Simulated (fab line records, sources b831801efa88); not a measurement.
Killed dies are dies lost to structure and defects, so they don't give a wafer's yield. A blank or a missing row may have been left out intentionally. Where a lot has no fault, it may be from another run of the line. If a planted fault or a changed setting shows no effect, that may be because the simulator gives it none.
Problem report in the 8D (eight disciplines) form, filled by code || flow sky130 || the parts of the form that need people (team, actions taken, sign-off) are left out

## 1. PROBLEM STATEMENT
Across 6 wafers from 2 lots, LOCAL_INTERCONNECT_TIN_RS at SKY_LOCAL_INTERCONNECT_RS_MEAS_01 averages 17.20 ohm/sq, while fault-free wafers read 14.11 ohm/sq with a standard deviation of 0.15. Measured from the usual mean, that is +21 standard deviations.
The step: measures by four-point-probe.
First observed at day 35 04:06: wafer L284.3, on film-metro-03. Wafers with a number at this step in the record: 30, from 10 lots. Rule for "out", or "out of limits": more than 4 standard deviations from the usual mean. All remaining wafers that have a number are taken as sound.

## 2. WHAT IT IS AND WHAT IT IS NOT
{"question": "which readings at this step", "is": "LOCAL_INTERCONNECT_TIN_RS", "is not": "-"}
{"question": "which lots", "is": "L282, L284", "is not": "L271, L272, L273, L277, L279, L287, L290, L291"}
{"question": "which wafers of those lots", "is": "all that have a number", "is not": "-"}
{"question": "read on which gauges", "is": "film-metro-03", "is not": "film-metro-01, film-metro-04"}
{"question": "when", "is": "from day 35 04:06", "is not": "up to then (15 sound wafers); but 9 sound wafers of L287, L290, L291 came after"}

## 3. WHAT RULES OUT EACH SUSPECT
Counting: a tool at any process step up to the reading remains a suspect when it ran all the lots that are out and ran no sound lot after the first of those.
- the gauge at SKY_LOCAL_INTERCONNECT_RS_MEAS_01 is ruled out. All the wafers that are out were read on film-metro-03, but those of them that SKY_LOCAL_INTERCONNECT_SPUTTER_00 has rows for are out there too, on other tools.
- cmp-01 at SKY_LI_CONTACT_CMP_24 (polishes, stops on PSG, t overpolish 20 s, target thk 0 nm): ruled out as a lasting fault. After its first lot that is out, L284 (day 35 03:44), sound lots L287, L291 ran on it.
- pvd-sputter-02 at SKY_LOCAL_INTERCONNECT_SPUTTER_00 (material TiN, target thk 100 nm, time 83.3 s): kept. Every lot that is out went through it, starting with L284 (day 35 03:59), and after that it ran no sound lot; the last sound lot it ran before then is L279 (day 33 14:01). Its own readings are out on those wafers: cathode-dc-power-W.
The count leaves pvd-sputter-02 at SKY_LOCAL_INTERCONNECT_SPUTTER_00.

## 4. THE CAUSE (what the simulator had put in)
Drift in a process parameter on pvd-sputter-02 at SKY_LOCAL_INTERCONNECT_SPUTTER_00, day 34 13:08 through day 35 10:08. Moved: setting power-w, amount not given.
This tool alone remained once counting was done.

## 5. SEQUENCE OF EFFECTS, ordered by route
Each row: a reading where the mean over the struck wafers with a number is more than 3 standard deviations away from the usual. Readings are gone through only where the record gives a usual standard deviation; hours: the median, over the lots, of the time from a lot's start at the first step in this table giving one to that lot's start at this step; sigmas: the change measured in usual standard deviations.
{"hours": 0, "step": "SKY_LOCAL_INTERCONNECT_SPUTTER_00", "reading": "cathode-dc-power-W", "usual": "6500.0 W", "on struck wafers": 5335.6, "change": -1164.4, "sigmas": "-99 or more"}
{"hours": 0, "step": "SKY_LOCAL_INTERCONNECT_RS_MEAS_01", "reading": "LOCAL_INTERCONNECT_TIN_RS", "usual": "14.11 ohm/sq", "on struck wafers": 17.20, "change": "+3.09", "sigmas": "+21"}
{"hours": 0, "step": "SKY_LOCAL_INTERCONNECT_THK_MEAS_02", "reading": "LOCAL_INTERCONNECT_TIN_THK", "usual": "99.2 nm", "on struck wafers": 82.6, "change": -16.6, "sigmas": -13}
{"hours": 27, "step": "SKY_LOCAL_INTERCONNECT_METAL_ETCH_14", "reading": "oes-product-au", "usual": "0.942 a.u.", "on struck wafers": 0.844, "change": -0.098, "sigmas": -13}
{"hours": 27, "step": "SKY_LOCAL_INTERCONNECT_METAL_ETCH_14", "reading": "throttle-valve-pct", "usual": "21.900 %", "on struck wafers": 21.960, "change": "+0.061", "sigmas": "+6.1"}
The process steps in it:
- SKY_LOCAL_INTERCONNECT_SPUTTER_00: material TiN, target thk 100 nm, time 83.3 s.
- SKY_LOCAL_INTERCONNECT_METAL_ETCH_14: etches TiN in Cl2/BCl3, stops on PSG, target depth 110 nm, time 31.4 s.

## 6. WHAT WOULD HAVE CAUGHT IT SOONER
In this record the first reading out of limits at a measuring or inspecting step was taken at day 35 04:06, 15 hours after the fault began at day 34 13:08.
The tool's own readings at SKY_LOCAL_INTERCONNECT_SPUTTER_00 were out on every struck wafer that the step has a row for (cathode-dc-power-W): an alarm limit on them would have fired on the first of those.
L282, from the lots that are out (2), started SKY_LOCAL_INTERCONNECT_SPUTTER_00 on pvd-sputter-02 later than day 35 04:06. It would have been spared by a hold on the tool at that moment.
